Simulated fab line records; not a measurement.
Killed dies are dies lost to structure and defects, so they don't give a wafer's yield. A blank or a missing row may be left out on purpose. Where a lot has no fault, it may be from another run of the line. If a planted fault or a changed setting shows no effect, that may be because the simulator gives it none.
Struck lot and sound lot, side by side | flow sky130 | 36 out of 708 route steps
Sound: these wafers, L388.1, L388.4, L388.6. Wafers L377.3, L377.5, L377.6 were the ones struck. The cause comes at the end.
For every step that has rows: the tool of each side, followed by ch and its chambers, followed by its first start. Under that, the readings that differ: sound wafers | struck wafers | difference of the means | sigmas: that difference in standard deviations of wafers without a fault.
alike: readings whose means differ by less than 2 such deviations, and words and numbers that are the same on both sides. not compared: withheld readings, readings that some wafer has no value for, bounds like >300 that may hide the same value, and numbers for which the record gives no deviation and whose values overlap.
Wherever a step has rows on one side only, a row that says differs or no value, or a row with sigmas, the two part there. Numbers that don't overlap but have no deviation are shown without sigmas and don't part them. Lack of a reading on every wafer of one side parts them only where that side has two or more wafers.

first, 10 steps without rows for these wafers: SKY_GATE_OXIDE_COAT_05 (resist thk 1140 nm); SKY_GATE_OXIDE_SOFTBAKE_06 (time 60 s); SKY_GATE_OXIDE_EXPOSE_07 (exposes mask LVOM, target cd 600 nm); SKY_GATE_OXIDE_PEB_08; SKY_GATE_OXIDE_DEVELOP_09 (develop time 60 s); SKY_GATE_OXIDE_IMPLANT_11; SKY_GATE_OXIDE_WET_ETCH_12 (etches SiO2 in dHF, target depth 16.8 nm, time 336 s); SKY_GATE_OXIDE_STRIP_13 (strips in O2/N2); SKY_GATE_OXIDE_CLEAN_15 (cleans in SC1/SC2, time 150 s); SKY_GATE_OXIDE_OXIDATION_16 (stabilise 600 s, purge 300 s, target thk 3.57 nm).
SKY_POLY_GATE_CVD_00: deposits poly-Si, target thk 180 nm, time 720 s.
  sound on lpcvd-01 ch 0, day 22 04:14; struck on lpcvd-01 ch 0, day 18 09:07
reading                                      | sound             | struck            | difference | sigmas
model.poly-Si_of_POLY_GATE_CVD_00.thkNm (nm) | 180.8 182.7 181.4 | 144.6 144.3 144.5 | -37.2      | 
  alike: spikeTcCentreC, spikeTcUpperC, susceptorTempC
SKY_POLY_GATE_THK_MEAS_01:
  sound on filmMetro-02 at day 22 05:26; struck on filmMetro-02 at day 18 10:20
reading                   | sound             | struck            | difference | sigmas
POLY_GATE_CVD_00_THK (nm) | 180.9 182.7 181.5 | 144.7 144.2 144.4 | -37.3      | -25
then, 9 steps without rows for these wafers: SKY_RES_PROTECT_DEHYDRATE_00 (time 60 s); SKY_RES_PROTECT_HMDS_01 (prime time 60 s); SKY_RES_PROTECT_COAT_02 (resist thk 1140 nm); SKY_RES_PROTECT_SOFTBAKE_03 (time 60 s); SKY_RES_PROTECT_EXPOSE_04 (exposes mask RPM, target cd 1270 nm); SKY_RES_PROTECT_PEB_05; SKY_RES_PROTECT_DEVELOP_06 (develop time 60 s); SKY_POLY_GATE_IMPLANT_02; SKY_RES_PROTECT_STRIP_07 (strips in O2/N2).
SKY_RES_PROTECT_CLEAN_09: cleans in SC1/SC2, time 150 s.
  sound on wetBench-02 ch 1, day 23 12:03; struck on wetBench-04 ch 0, day 19 18:23
reading                                      | sound             | struck          | difference | sigmas
model.poly-Si_of_POLY_GATE_CVD_00.thkNm (nm) | 180.2 182.1 180.8 | 144 143.6 143.8 | -37        | 
then, 11 steps without rows for these wafers: SKY_POLY_GATE_CVD_03 (deposits Si3N4 from DCS/NH3, target thk 75 nm, time 1290 s); SKY_POLY_GATE_DEHYDRATE_05 (time 60 s); SKY_POLY_GATE_HMDS_06 (prime time 60 s); SKY_POLY_GATE_COAT_07 (resist thk 110 nm); SKY_POLY_GATE_COAT_08 (resist thk 450 nm); SKY_POLY_GATE_SOFTBAKE_09 (time 90 s); SKY_POLY_GATE_EXPOSE_10 (exposes mask P1M, target cd 150 nm); SKY_POLY_GATE_PEB_11; SKY_POLY_GATE_DEVELOP_12 (develop time 60 s); SKY_POLY_GATE_ETCH_15 (etches BARC in N2/H2, stops on SiO2, time 118.5 s, target depth 110 nm); SKY_POLY_GATE_ETCH_16 (etches Si3N4 in CH3F/O2, stops on poly-Si, time 147.5 s, target depth 75 nm).
SKY_POLY_GATE_ETCH_17: etches poly-Si in HBr/Cl2, stops on SiO2, target depth 180 nm, time 70.5 s.
  sound on rieSi-02 ch 1,2, day 24 20:32; struck on rieSi-01 ch 1,2, day 21 05:47
reading                             | sound             | struck            | difference | sigmas
oesProductAu (a.u.)                 | 0.985 0.992 0.981 | 0.850 0.848 0.853 | -0.136     | -19
model.POLY_GATE.featureDepthNm (nm) | 179.9 177.8 178.5 | 144 143.6 143.8   | -35        | 
model.etch.depthNm (nm)             | 179.9 177.8 178.5 | 144 143.6 143.8   | -35        | 
  alike: HBr_flow_sccm, drypumpMotorCurrentA, mfcCl2Sccm, throttleValvePct
  not compared: rfHoursCounterH
then, 1 step without rows for these wafers: SKY_POLY_GATE_STRIP_18 (strips in O2/N2).
-- here the record skips 28 days between the struck wafers' starts before and after, leaving off in module POLY_GATE and picking up in module PAD_OPEN (first step shown: number 708 of the route) --
SKY_PAD_OPEN_PROBE_99:
  sound on prober-01 at day 50 23:53; struck on prober-02 at day 49 00:51
reading                          | sound             | struck            | difference | sigmas
model.etest.resXhighPo.lineOhmUm | 5453 5478 5548    | 5200 5364 5273    | -214       | 
model.etest.resXhighPo.rsOhmSq   | 1904 1932 1956    | 1809 1892 1860    | -77        | 
model.etest.resHighPo.lineOhmUm  | 729.6 715.2 731   | 860.9 865.6 862.7 | +137.8     | 
model.etest.tipSonos.rsOhmSq     | 2690 2691 2660    | 2640 2640 2591    | -57        | 
model.etest.resPoly.lineOhmUm    | 496.7 484.6 491.5 | 605 618 581.5     | +111       | 
model.etest.resHighPo.rsOhmSq    | 253.8 254.4 255.8 | 294.3 301.3 300   | +43.9      | 
model.etest.resPoly.rsOhmSq      | 47.38 47.03 47.56 | 55.53 56.26 56.34 | +8.72      | 
  alike: killed_at_M0_to_M3, killed_at_M4_up, killedAtContacts, killedAtFrontEnd, killedAtOther, killedDies, killedOpen, killedShort
  not compared: model.etest.liconHighPo.rcOhm

## WHERE THEY PART
First at SKY_POLY_GATE_THK_MEAS_01; last, within this record, at SKY_POLY_GATE_ETCH_17. Later steps at which nothing parts them and some readings are alike: SKY_PAD_OPEN_PROBE_99.

WHY: the cause the simulator had injected
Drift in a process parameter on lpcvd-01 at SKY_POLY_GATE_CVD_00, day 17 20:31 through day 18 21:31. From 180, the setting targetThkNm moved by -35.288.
